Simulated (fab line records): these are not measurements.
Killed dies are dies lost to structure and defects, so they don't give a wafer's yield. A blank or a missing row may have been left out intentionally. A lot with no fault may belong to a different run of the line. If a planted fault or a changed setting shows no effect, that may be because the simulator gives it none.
fab line records	flow sky130
[record] lots = 13	wafers = 39	last-day = 50
route steps=708 shown FIELD_ISO@26 PWDE@52 NWELL@64 VT_ADJUST_HVTP@93 PAD_OPEN@708
lots that met no fault: from a run of the same line without faults
start-h: hours from the record's opening day to when the first of the lot's shown wafers began	wait-h: hours elapsed since this lot's preceding step	" repeats the value in the row above	L1.1+2: one row covering several wafers at once	- no value present, or no start provided	* or withheld: withheld	< > ~ a bound
route shown NAME@n: a module of which the file shows steps, and the number in the route of the first	usual: mean/standard deviation of fault-free wafers	same: alike in all rows	chamber/n: place in a boat	sites: the reading at each site	_std_site: standard deviation across them	_edge_site: outer sites' mean less inner sites'	radius-mm: for every site, how far away it sits from the centre of the wafer	mask NAME#n: copy n	behind: the tool/chamber that last shaped the wafer	hold: why the lot was held/for how many hours/how that ended	device: the transistor (n, p or np) that didn't switch	end of line: the tests these same wafers got at the end of their route	a step with no rows: only its recipe	killed: count of dies lost to structure and defects at first sort (not the wafer's yield)	map: a wafer's dies, marking killed ones x, the rest . and places with no die _
set.NAME: setting as actually run; set.NAME@STEP: the setting as run at that earlier step	model.NAME: the simulator's own value behind a step, which no gauge read
a sample of lots followed through the steps of the route, with each step as a table and each wafer as a row
services: the hour from which a tool's chamber was out of use, counted from the record's first day as start-h (under 0 if before that day), plus the number of hours and why
[[steps]]
[step SKY_FIELD_ISO_THK_MEAS_25]
[recipe] reads = SiO2_of_FIELD_ISO_CVD_24
[usual] FIELD_ISO_CVD_24_THK = 596/6.5
lot.wafer	tool	chamber	start-h	wait-h	FIELD_ISO_CVD_24_THK[nm]
L658.1	film-metro-03	-	30.96	0.0	602
L658.2	"	-	"	"	596
L658.6	"	-	"	"	598
L659.2	film-metro-02	-	36.02	0.0	604
L659.3	"	-	"	"	594
L659.6	"	-	"	"	595
L660.2	film-metro-01	-	43.87	0.0	588
L660.3	"	-	"	"	595
L660.4	"	-	"	"	589
L666.2	film-metro-02	-	74.50	0.0	591
L666.4	"	-	"	"	594
L666.5	"	-	"	"	596
L667.1	film-metro-01	-	80.92	0.0	572
L667.2	"	-	"	"	591
L667.6	"	-	"	"	589
L671.1	film-metro-02	-	100.01	0.0	595
L671.4	"	-	"	"	589
L671.5	"	-	"	"	601
L673.2	film-metro-02	-	112.04	0.0	595
L673.3	"	-	"	"	594
L673.5	"	-	"	"	591
L675.1	film-metro-02	-	120.23	0.0	602
L675.2	"	-	"	"	598
L675.5	"	-	"	"	599
L676.1	film-metro-02	-	127.85	0.0	591
L676.4	"	-	"	"	584
L676.6	"	-	"	"	592
L677.1	film-metro-03	-	134.06	0.0	592
L677.2	"	-	"	"	589
L677.3	"	-	"	"	589
L678.1	film-metro-01	-	136.92	0.0	588
L678.2	"	-	"	"	592
L678.6	"	-	"	"	583
L679.1	film-metro-02	-	141.89	0.0	585
L679.2	"	-	"	"	598
L679.6	"	-	"	"	596
L680.1	film-metro-01	-	150.23	0.0	588
L680.3	"	-	"	"	590
L680.5	"	-	"	"	583
[step SKY_PWDE_OVL_MEAS_07]
[usual] PWDE_OVL = 0.2/1.5
lot.wafer	tool	chamber	start-h	wait-h	PWDE_OVL[nm]
L658.1	overlay-01	-	66.68	-	-0.3
L658.2	"	-	"	"	1.2
L658.6	"	-	"	"	-0.4
L659.2	overlay-01	-	74.47	-	1.8
L659.3	"	-	"	"	-1.2
L659.6	"	-	"	"	-2.9
L660.2	overlay-02	-	80.72	-	-1.2
L660.3	"	-	"	"	0.1
L660.4	"	-	"	"	0.0
L666.2	overlay-02	-	114.24	-	3.1
L666.4	"	-	"	"	-0.9
L666.5	"	-	"	"	-0.4
L667.1	overlay-02	-	122.88	-	1.4
L667.2	"	-	"	"	2.5
L667.6	"	-	"	"	1.8
L671.1	overlay-01	-	144.87	-	2.2
L671.4	"	-	"	"	2.6
L671.5	"	-	"	"	0.6
L673.2	overlay-01	-	155.18	-	0.0
L673.3	"	-	"	"	1.9
L673.5	"	-	"	"	0.9
L675.1	overlay-02	-	162.27	-	-0.3
L675.2	"	-	"	"	1.7
L675.5	"	-	"	"	-0.3
L676.1	overlay-02	-	170.21	-	0.9
L676.4	"	-	"	"	-0.4
L676.6	"	-	"	"	-2.4
L677.1	overlay-01	-	176.32	-	-1.4
L677.2	"	-	"	"	-1.4
L677.3	"	-	"	"	-0.2
L678.1	overlay-02	-	179.58	-	-0.1
L678.2	"	-	"	"	2.2
L678.6	"	-	"	"	0.9
L679.1	overlay-01	-	193.08	-	1.8
L679.2	"	-	"	"	0.6
L679.6	"	-	"	"	1.4
L680.1	overlay-02	-	205.17	-	1.2
L680.3	"	-	"	"	2.7
L680.5	"	-	"	"	1.8
[step SKY_NWELL_IMPLANT_11]
[recipe] species = P	energy-kev = 400	dose-cm2 = 1.9e+13	tilt-deg = withheld
[same] implant-ion-amu = 31
lot.wafer	tool	chamber	start-h	wait-h
L658.1+2+6	implanter-03	0	83.61	0.0
L659.2+3+6	implanter-01	0	91.33	0.0
L659.2+3+6	implanter-01	0	91.65	0.3
L660.2+3+4	implanter-01	0	98.64	0.0
L660.2+3+4	implanter-01	0	98.96	0.3
L666.2+4+5	implanter-02	0	137.24	0.0
L666.2+4+5	implanter-02	0	137.56	0.3
L667.1+2+6	implanter-01	0	142.92	0.0
L671.1+4+5	implanter-02	0	163.91	0.0
L673.2+3+5	implanter-01	0	174.99	0.0
L675.1+2+5	implanter-03	0	182.06	0.0
L676.1+4+6	implanter-02	0	190.56	0.0
L677.1+2+3	implanter-02	0	197.91	0.0
L678.1+2+6	implanter-02	0	200.67	0.0
L679.1+2+6	implanter-01	0	215.11	0.0
L680.1+3+5	implanter-02	0	227.51	0.0
[step SKY_NWELL_TW_MEAS_15]
[usual] NWELL_TW = 1826/11
lot.wafer	tool	chamber	start-h	wait-h	NWELL_TW
L658.1	film-metro-04	-	84.16	0.1	1829
L658.2	"	-	"	"	1832
L658.6	"	-	"	"	1832
L659.2	film-metro-02	-	92.18	0.1	2251
L659.3	"	-	"	"	2259
L659.6	"	-	"	"	2245
L660.2	film-metro-04	-	99.49	0.1	2265
L660.3	"	-	"	"	2278
L660.4	"	-	"	"	2264
L666.2	film-metro-02	-	138.91	0.1	2249
L666.4	"	-	"	"	2246
L666.5	"	-	"	"	2252
L667.1	film-metro-04	-	143.47	0.1	1830
L667.2	"	-	"	"	1823
L667.6	"	-	"	"	1826
L671.1	film-metro-04	-	164.46	0.1	1838
L671.4	"	-	"	"	1838
L671.5	"	-	"	"	1841
L673.2	film-metro-02	-	175.53	0.1	1828
L673.3	"	-	"	"	1822
L673.5	"	-	"	"	1826
L675.1	film-metro-03	-	182.61	0.1	1828
L675.2	"	-	"	"	1834
L675.5	"	-	"	"	1834
L676.1	film-metro-03	-	191.11	0.1	1826
L676.4	"	-	"	"	1834
L676.6	"	-	"	"	1821
L677.1	film-metro-04	-	198.46	0.1	1821
L677.2	"	-	"	"	1821
L677.3	"	-	"	"	1824
L678.1	film-metro-02	-	201.22	0.1	1811
L678.2	"	-	"	"	1822
L678.6	"	-	"	"	1817
L679.1	film-metro-04	-	215.66	0.1	1835
L679.2	"	-	"	"	1824
L679.6	"	-	"	"	1824
L680.1	film-metro-04	-	228.06	0.1	1840
L680.3	"	-	"	"	1842
L680.5	"	-	"	"	1838
[step SKY_NWELL_RS_MEAS_29]
[recipe] thk-meas-gauge = four-point-probe
[usual] NWELL_RS = 624.8/1.5
lot.wafer	tool	chamber	start-h	wait-h	NWELL_RS[ohm/sq]
L658.1	film-metro-04	-	101.93	0.1	626.0
L658.2	"	-	"	"	624.5
L658.6	"	-	"	"	626.2
L659.2	film-metro-03	-	109.85	0.2	429.8
L659.3	"	-	"	"	428.4
L659.6	"	-	"	"	429.4
L660.2	film-metro-03	-	117.65	0.1	431.8
L660.3	"	-	"	"	431.8
L660.4	"	-	"	"	431.7
L666.2	film-metro-02	-	156.80	0.1	432.5
L666.4	"	-	"	"	431.2
L666.5	"	-	"	"	430.4
L667.1	film-metro-03	-	162.40	0.1	625.2
L667.2	"	-	"	"	625.5
L667.6	"	-	"	"	626.1
L671.1	film-metro-03	-	185.83	0.1	623.2
L671.4	"	-	"	"	623.6
L671.5	"	-	"	"	623.7
L673.2	film-metro-02	-	197.40	0.1	626.0
L673.3	"	-	"	"	623.8
L673.5	"	-	"	"	626.2
L675.1	film-metro-04	-	204.77	0.1	625.8
L675.2	"	-	"	"	623.5
L675.5	"	-	"	"	628.4
L676.1	film-metro-02	-	213.57	0.1	623.9
L676.4	"	-	"	"	624.0
L676.6	"	-	"	"	625.0
L677.1	film-metro-03	-	220.87	0.1	624.3
L677.2	"	-	"	"	625.4
L677.3	"	-	"	"	625.1
L678.1	film-metro-02	-	223.42	0.1	628.1
L678.2	"	-	"	"	626.0
L678.6	"	-	"	"	626.8
L679.1	film-metro-02	-	238.78	0.1	625.0
L679.2	"	-	"	"	624.0
L679.6	"	-	"	"	624.8
L680.1	film-metro-02	-	251.92	0.1	625.9
L680.3	"	-	"	"	626.8
L680.5	"	-	"	"	625.9
[step SKY_VT_ADJUST_HVTP_OVL_MEAS_08]
[usual] VT_ADJUST_HVTP_OVL = 0.7/1.4
lot.wafer	tool	chamber	start-h	wait-h	VT_ADJUST_HVTP_OVL[nm]
L658.1	overlay-02	-	121.10	0.1	-0.8
L658.2	"	-	"	"	-0.1
L658.6	"	-	"	"	1.7
L659.2	overlay-02	-	129.15	0.1	1.1
L659.3	"	-	"	"	1.8
L659.6	"	-	"	"	2.0
L660.2	overlay-01	-	137.47	0.6	-1.3
L660.3	"	-	"	"	0.0
L660.4	"	-	"	"	-1.8
L666.2	overlay-01	-	176.56	0.1	1.0
L666.4	"	-	"	"	0.9
L666.5	"	-	"	"	2.7
L667.1	overlay-01	-	182.40	0.1	1.2
L667.2	"	-	"	"	1.0
L667.6	"	-	"	"	2.1
L671.1	overlay-01	-	207.64	0.1	0.8
L671.4	"	-	"	"	1.2
L671.5	"	-	"	"	-0.3
L673.2	overlay-02	-	219.45	0.1	-0.1
L673.3	"	-	"	"	0.1
L673.5	"	-	"	"	0.9
L675.1	overlay-02	-	226.44	0.1	-1.3
L675.2	"	-	"	"	0.7
L675.5	"	-	"	"	0.2
L676.1	overlay-01	-	235.89	0.1	1.8
L676.4	"	-	"	"	0.3
L676.6	"	-	"	"	0.2
L677.1	overlay-02	-	244.29	0.1	-0.2
L677.2	"	-	"	"	0.7
L677.3	"	-	"	"	1.0
L678.1	overlay-01	-	246.76	0.1	0.6
L678.2	"	-	"	"	0.4
L678.6	"	-	"	"	0.2
L679.1	overlay-01	-	262.95	0.1	0.6
L679.2	"	-	"	"	1.5
L679.6	"	-	"	"	1.2
L680.1	overlay-01	-	277.29	0.1	0.4
L680.3	"	-	"	"	0.9
L680.5	"	-	"	"	0.5
[step SKY_PAD_OPEN_PROBE_99]
[usual] killed_at_M0_to_M3 = 42/6.9	killed_at_M4_up = 3.2/1.7	killed-at-contacts = 25/5.1	killed-at-front-end = 15/4.5	killed-at-other = 0.4/0.63	killed-dies = 86/9.3	killed-open = 46/7	killed-short = 39/6.9
[same] gross-dies = 492	killed-at-back-side = 0
lot.wafer	tool	chamber	start-h	wait-h	killed_at_M0_to_M3	killed_at_M4_up	killed-at-contacts	killed-at-front-end	killed-at-other	killed-dies	killed-open	killed-short
L671.1	prober-01	-	1161.53	0.1	41	3	28	18	0	90	46	44
L671.4	prober-01	-	1161.68	0.2	36	3	21	14	0	74	45	29
L671.5	prober-01	-	1161.73	0.2	29	4	32	15	0	80	45	35
L673.2	prober-01	-	1168.21	0.1	48	3	39	17	1	108	58	49
L673.3	prober-01	-	1168.26	0.2	37	4	27	17	0	85	50	35
L673.5	prober-01	-	1168.36	0.2	29	2	18	11	0	60	27	33
L675.1	prober-01	-	1173.59	0.1	45	1	17	19	1	83	51	32
L675.2	prober-01	-	1173.64	0.1	37	5	26	10	1	79	45	33
L675.5	prober-01	-	1173.79	0.2	49	2	27	9	0	87	39	47
L678.1	prober-02	-	1189.18	0.1	35	4	16	18	0	73	29	44
L678.2	prober-02	-	1189.23	0.1	45	7	19	17	0	88	38	50
L678.6	prober-02	-	1189.43	0.2	50	3	25	19	0	97	51	46
L679.1	prober-01	-	1198.09	0.1	46	5	26	17	1	95	40	54
L679.2	prober-01	-	1198.14	0.1	57	2	27	19	0	105	51	54
L679.6	prober-01	-	1198.34	0.2	45	1	26	16	0	88	43	44
// killed by level:class
L671.1 CONTACT:geometric-particle:open=13 VIA1:geometric-particle:open=11 FIELD_ISO:geometric-particle:open=7 METAL2:geometric-particle:short=7 FIELD_ISO:geometric-particle:short=6 VIA1:geometric-particle:short=6 VIA2:geometric-particle:open=6 POLY_GATE:geometric-particle:short=4
L671.4 VIA2:geometric-particle:open=9 LI_CONTACT:geometric-particle:open=7 VIA3:geometric-particle:open=6 CONTACT:geometric-particle:open=6 FIELD_ISO:geometric-particle:open=5 VIA1:geometric-particle:short=5 POLY_GATE:geometric-particle:open=4 METAL1:geometric-particle:short=4
L671.5 CONTACT:geometric-particle:open=15 CONTACT:geometric-particle:short=8 FIELD_ISO:geometric-particle:short=7 VIA1:geometric-particle:open=7 VIA2:geometric-particle:open=5 LI_CONTACT:geometric-particle:open=5 VIA1:geometric-particle:short=5 FIELD_ISO:geometric-particle:open=4
L673.2 VIA1:geometric-particle:open=14 CONTACT:geometric-particle:open=14 LI_CONTACT:geometric-particle:open=8 LOCAL_INTERCONNECT:geometric-particle:short=6 METAL1:geometric-particle:short=6 VIA3:geometric-particle:open=6 LI_CONTACT:geometric-particle:short=5 VIA1:geometric-particle:short=5
L673.3 LI_CONTACT:geometric-particle:open=14 VIA1:geometric-particle:open=11 VIA2:geometric-particle:open=5 VIA3:geometric-particle:open=5 FIELD_ISO:geometric-particle:short=4 LOCAL_INTERCONNECT:geometric-particle:short=4 CONTACT:geometric-particle:short=4 CONTACT:geometric-particle:open=4
L673.5 VIA1:geometric-particle:open=6 CONTACT:geometric-particle:open=5 METAL1:geometric-particle:short=5 VIA1:geometric-particle:short=5 FIELD_ISO:geometric-particle:short=4 LI_CONTACT:geometric-particle:open=4 CONTACT:geometric-particle:short=4 LOCAL_INTERCONNECT:geometric-particle:short=3
L675.1 VIA1:geometric-particle:open=8 VIA2:geometric-particle:open=8 FIELD_ISO:geometric-particle:short=7 VIA3:geometric-particle:open=7 CONTACT:geometric-particle:open=7 FIELD_ISO:geometric-particle:open=5 LI_CONTACT:geometric-particle:open=5 METAL1:geometric-particle:short=5
L675.2 CONTACT:geometric-particle:open=12 LOCAL_INTERCONNECT:geometric-particle:short=9 VIA1:geometric-particle:open=7 VIA2:geometric-particle:open=7 METAL2:geometric-particle:short=5 VIA1:geometric-particle:short=5 VIA3:geometric-particle:open=5 FIELD_ISO:geometric-particle:open=3
L675.5 VIA2:geometric-particle:open=12 LOCAL_INTERCONNECT:geometric-particle:short=9 VIA1:geometric-particle:open=9 METAL2:geometric-particle:short=6 METAL3:geometric-particle:short=6 LI_CONTACT:geometric-particle:open=5 CONTACT:geometric-particle:open=5 VIA1:geometric-particle:short=5
L678.1 FIELD_ISO:geometric-particle:short=7 LI_CONTACT:geometric-particle:open=6 METAL1:geometric-particle:short=6 VIA1:geometric-particle:open=5 VIA1:geometric-particle:short=5 VIA2:geometric-particle:open=5 LOCAL_INTERCONNECT:geometric-particle:short=4 CONTACT:geometric-particle:open=4
L678.2 VIA1:geometric-particle:open=8 VIA2:geometric-particle:open=8 FIELD_ISO:geometric-particle:short=7 METAL1:geometric-particle:short=6 FIELD_ISO:geometric-particle:open=5 LOCAL_INTERCONNECT:geometric-particle:short=5 VIA1:geometric-particle:short=5 METAL2:geometric-particle:short=5
L678.6 VIA2:geometric-particle:open=14 VIA1:geometric-particle:open=9 CONTACT:geometric-particle:short=8 POLY_GATE:geometric-particle:short=7 METAL2:geometric-particle:short=6 CONTACT:geometric-particle:open=5 LI_CONTACT:geometric-particle:open=5 VIA3:geometric-particle:short=5
L679.1 METAL1:geometric-particle:short=10 VIA1:geometric-particle:open=9 CONTACT:geometric-particle:open=8 METAL2:geometric-particle:short=7 LOCAL_INTERCONNECT:geometric-particle:short=7 VIA2:geometric-particle:open=6 METAL4:geometric-particle:short=5 CONTACT:geometric-particle:short=5
L679.2 VIA1:geometric-particle:open=13 CONTACT:geometric-particle:open=12 VIA1:geometric-particle:short=10 FIELD_ISO:geometric-particle:short=6 METAL1:geometric-particle:short=6 VIA3:geometric-particle:open=6 VIA2:geometric-particle:open=5 VIA3:geometric-particle:short=5
L679.6 CONTACT:geometric-particle:open=10 METAL1:geometric-particle:short=8 VIA1:geometric-particle:open=7 LOCAL_INTERCONNECT:geometric-particle:short=7 VIA2:geometric-particle:open=7 LI_CONTACT:geometric-particle:open=6 METAL2:geometric-particle:short=6 FIELD_ISO:geometric-particle:short=5
[[services]]
tool	chamber	start-h	hours	kind
implanter-02	-	107.39	20.7	pm
implanter-02	-	208.79	6.6	repair
implanter-03	-	213.38	4.4	pm
[[key]]
[first-sign] step = SKY_NWELL_IMPLANT_11	reading = visit	direction = added
[effect] step = SKY_NWELL_TW_MEAS_15	reading = NWELL_TW	direction = up	sigmas = 39	usual = 1826	struck = 2256
[effect] step = SKY_NWELL_RS_MEAS_29	reading = NWELL_RS	direction = down	sigmas = 99+	usual = 624.8	struck = 430.8
met-at SKY_NWELL_IMPLANT_11
struck-lots L659,L660,L666
tester-left-out L659,L660,L666
not-acting-at SKY_FIELD_ISO_THK_MEAS_25,SKY_PWDE_OVL_MEAS_07,SKY_VT_ADJUST_HVTP_OVL_MEAS_08
[fault] kind = repeated-step-whole	tool = implanter-01,implanter-02,implanter-03	chamber = -	onset-h = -	steps = SKY_NWELL_IMPLANT_11	times = 1	scope = struck-lots-only
// tester-left-out: of these lots the tester's yield and bins aren't shown, on N5 and GAA mostly nor the transistor test; their killed dies are dies lost to structure and defects alone, not to doping, threshold or leakage, so they don't give the yield
